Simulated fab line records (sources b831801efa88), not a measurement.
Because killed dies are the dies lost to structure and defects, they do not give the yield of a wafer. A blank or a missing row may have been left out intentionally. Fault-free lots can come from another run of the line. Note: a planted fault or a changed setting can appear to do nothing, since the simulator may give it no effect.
The tool behind it: which one? / flow sky130 / Sampling: 7 lots, 21 wafers, 2 of 708 route steps

WHAT THE GAUGES SHOWED, per wafer
SKY_LDD_HVP_OVL_MEAS_07.
lot=L616; measured=day 21 22:21; on=overlay-02; LDD_HVP_OVL (nm)=-2.0 -1.3 -1.8
lot=L618; measured=day 22 13:52; on=overlay-01; LDD_HVP_OVL (nm)=60.1 60.3 62.1 61.4 61.8 62.8
lot=L620; measured=day 23 03:22; on=overlay-01; LDD_HVP_OVL (nm)=-0.2 -2.3 0.2
lot=L622; measured=day 24 18:36; on=overlay-02; LDD_HVP_OVL (nm)=61.5 60.3 59.3 62.9 61.6 61.2
lot=L626; measured=day 26 03:19; on=overlay-01; LDD_HVP_OVL (nm)=60.7 59.0 59.7 61.5 60.1 60.8
lot=L629; measured=day 26 23:20; on=overlay-02; LDD_HVP_OVL (nm)=-0.3 -0.2 1.6
lot=L632; measured=day 28 05:41; on=overlay-01; LDD_HVP_OVL (nm)=-2.8 -1.4 -3.7

WHAT TOOL EACH LOT RAN ON (gives the tool, then ch and the chambers of the sampled wafers, and finally the start)
lot=L616; SKY_LDD_HVP_EXPOSE_04=iline-stepper-01 ch 0, day 21 06:55
lot=L618; SKY_LDD_HVP_EXPOSE_04=iline-stepper-02 ch 0, day 21 22:52
lot=L620; SKY_LDD_HVP_EXPOSE_04=iline-stepper-01 ch 0, day 22 12:11
lot=L622; SKY_LDD_HVP_EXPOSE_04=iline-stepper-02 ch 0, day 24 03:56
lot=L626; SKY_LDD_HVP_EXPOSE_04=iline-stepper-02 ch 0, day 25 13:14
lot=L629; SKY_LDD_HVP_EXPOSE_04=iline-stepper-01 ch 0, day 26 08:28
lot=L632; SKY_LDD_HVP_EXPOSE_04=iline-stepper-01 ch 0, day 27 15:38
- SKY_LDD_HVP_EXPOSE_04: exposes mask HVPTM, target cd 700 nm.

THE ANSWER, worked out from the rows above alone
Rule: the usual values come from the lots themselves. Put in order of their means at a reading, lots are off if they are a third of the lots or fewer, leave a main group of 4 or more, and stand apart from it by a gap of 3 or more times the standard deviation of the main group's means; of several such gaps the widest counts. The tables above print the reading to a certain number of digits; a main group whose means all agree to those digits is not used. Also off: a lot with no number at a reading for which 4 or more lots have one. Where the step has rows for the other lots, those lots are counted as sound.
No lot is off at any reading shown: from this, nothing can be told.

WHAT THE SIMULATOR HAD INSERTED
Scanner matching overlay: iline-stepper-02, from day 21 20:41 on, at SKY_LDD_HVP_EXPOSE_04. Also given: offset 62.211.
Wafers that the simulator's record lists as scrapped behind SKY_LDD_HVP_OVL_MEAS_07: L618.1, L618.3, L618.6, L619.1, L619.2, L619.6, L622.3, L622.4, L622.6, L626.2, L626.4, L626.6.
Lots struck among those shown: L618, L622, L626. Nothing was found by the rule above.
